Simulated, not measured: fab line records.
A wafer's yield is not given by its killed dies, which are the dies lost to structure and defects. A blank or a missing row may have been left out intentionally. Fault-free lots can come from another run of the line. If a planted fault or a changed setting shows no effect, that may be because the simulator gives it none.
A struck lot beside a sound one :: flow sky130 :: 16 steps out of a route of 708
Sound: these wafers, L509.1, L509.2, L509.5. Struck: wafers L520.3, L520.5, L520.6. The cause is named last.
Order at every step that has rows: each side's tool, ch and its chambers, its first start. Under that, the readings that differ: sound wafers :: struck wafers :: difference of the means :: sigmas: that difference in standard deviations of wafers without a fault.
alike: a reading whose means differ by less than 2 such deviations, as well as words and numbers matching on both sides. not compared: withheld readings; readings where some wafer has no value; bounds like >300 that might hide an equal value; numbers whose values overlap and for which the record gives no deviation.
The two part at a step that has a row with sigmas, a row that says differs or no value, or rows on one side only. Numbers that have no deviation but don't overlap get no sigmas and don't part them. A reading missing from all wafers of one side parts the sides only when that side holds two or more wafers.

first, 2 steps without rows for these wafers: SKY_METAL4_PEB_11; SKY_METAL4_DEVELOP_12 (develop time 57.68 s).
SKY_METAL4_CD_MEAS_13: the cd target is 300 nm.
  struck on cd-sem-02, day 45 11:07; sound on cd-sem-02, day 42 15:56
  alike: cd-nm
SKY_METAL4_OVL_MEAS_14:
  struck on overlay-02, day 45 11:13; sound on overlay-02, day 42 16:03
reading: METAL4_OVL (nm)
sound: 11 10 7
struck: 6 -2 -10
difference: -11
sigmas: -2
SKY_METAL4_DESCUM_15: chemistry O2, time 8 s.
  sound on rie-metal-04 ch 0,1, day 42 16:05; struck on rie-metal-02 ch 0,1, day 45 11:15
  alike: drypump-motor-current-A, oes-product-au
  not compared: rf-hours-counter-h
SKY_METAL4_ETCH_16: etches BARC in N2/H2, stops on SiO2, time 88.2 s, target depth 60 nm.
  sound on rie-metal-04 ch 0,1, day 42 16:07; struck on rie-metal-02 ch 0,1, day 45 11:18
  alike: drypump-motor-current-A, oes-product-au, throttle-valve-pct
  not compared: rf-hours-counter-h
then, 1 step without rows for these wafers: SKY_METAL4_ETCH_17 (etches SiO2 in C4F8/O2/Ar, stops on TiN, time 3.9 s, target depth 15 nm).
SKY_METAL4_METAL_ETCH_18: etches the open film in Cl2/BCl3, stops on SiO2, target depth 845 nm, time 183.1 s.
  sound on rie-metal-02 ch 0,1, day 42 16:14; struck on rie-metal-01 ch 0,1, day 45 11:28
reading: oes-product-au (a.u.)
sound: 0.863 0.861 0.858
struck: 0.872 0.882 0.877
difference: +0.016
sigmas: +2
  alike: drypump-motor-current-A, mfc-cl2-sccm, throttle-valve-pct
  not compared: rf-hours-counter-h
SKY_METAL4_STRIP_19: strips in O2/N2.
  sound on plasma-asher-02 ch 0,1, day 42 16:25; struck on plasma-asher-03 ch 0,1, day 45 11:40
  alike: drypump-motor-current-A, oes-product-au, strip-time-to-endpoint-s
  not compared: rf-hours-counter-h
then, 3 steps without rows for these wafers: SKY_METAL4_STRIP_20 (strips in post etch residue remover, time 1200 s); SKY_METAL4_CLEAN_21 (cleans in IPA, time 180 s); SKY_METAL4_CLEAN_22 (cleans in O3/DIW).
SKY_VIA4_HDPCVD_00: deposits SiO2, target thk 1750 nm, time 291.7 s.
  sound on hdpcvd-02 ch 0,1,2, day 42 17:01; struck on hdpcvd-02 ch 1,2, day 45 12:13
reading: model.SiO2_of_VIA4_HDPCVD_00.thk-nm (nm)
sound: 1723 1746 1752
struck: 2301 2293 2290
difference: +554
sigmas: 
  alike: susceptor-temp-C
SKY_VIA4_THK_MEAS_01:
  struck on film-metro-01, day 45 12:39; sound on film-metro-03, day 42 17:11
reading: VIA4_HDPCVD_THK (nm)
sound: 1724 1746 1752
struck: 2302 2292 2288
difference: +553
sigmas: +25
  not compared: hold
SKY_VIA4_CMP_02: polishes SiO2.
  sound on cmp-02 ch 1,3, day 42 17:15; struck on cmp-01 ch 0,1, day 45 18:47
reading: hold
sound: - - -
struck: await-dispo/5.8h/release await-dispo/5.8h/release await-dispo/5.8h/release
difference: no value on the sound wafers
sigmas: 
  alike: motor-current-A, retaining-ring-pressure-frac, slurry-flow-ml-min
-- the record jumps here: 3 days lie between the struck wafers' starts before and after (it left off in module VIA4 and takes up again in module PAD_OPEN, whose first step shown is number 708 of the route) --
SKY_PAD_OPEN_PROBE_99:
  struck on prober-01, day 49 02:34; sound on prober-01, day 46 12:18
  alike: defect-limited-yield, killed_at_M0_to_M3, killed_at_M4_up, killed-at-contacts, killed-at-front-end, killed-at-other, killed-dies, killed-open, killed-short, sort_bin_3_pad_short, sort_bin_5_function, sort_bin_6_memory, sort-n-pass, sort-yield-pct

WHERE THEY PART
At SKY_METAL4_OVL_MEAS_14 first; at SKY_VIA4_CMP_02 last (within this record only). Later steps at which nothing parts them and some readings are alike: SKY_PAD_OPEN_PROBE_99.

WHY: what had been put in by the simulator
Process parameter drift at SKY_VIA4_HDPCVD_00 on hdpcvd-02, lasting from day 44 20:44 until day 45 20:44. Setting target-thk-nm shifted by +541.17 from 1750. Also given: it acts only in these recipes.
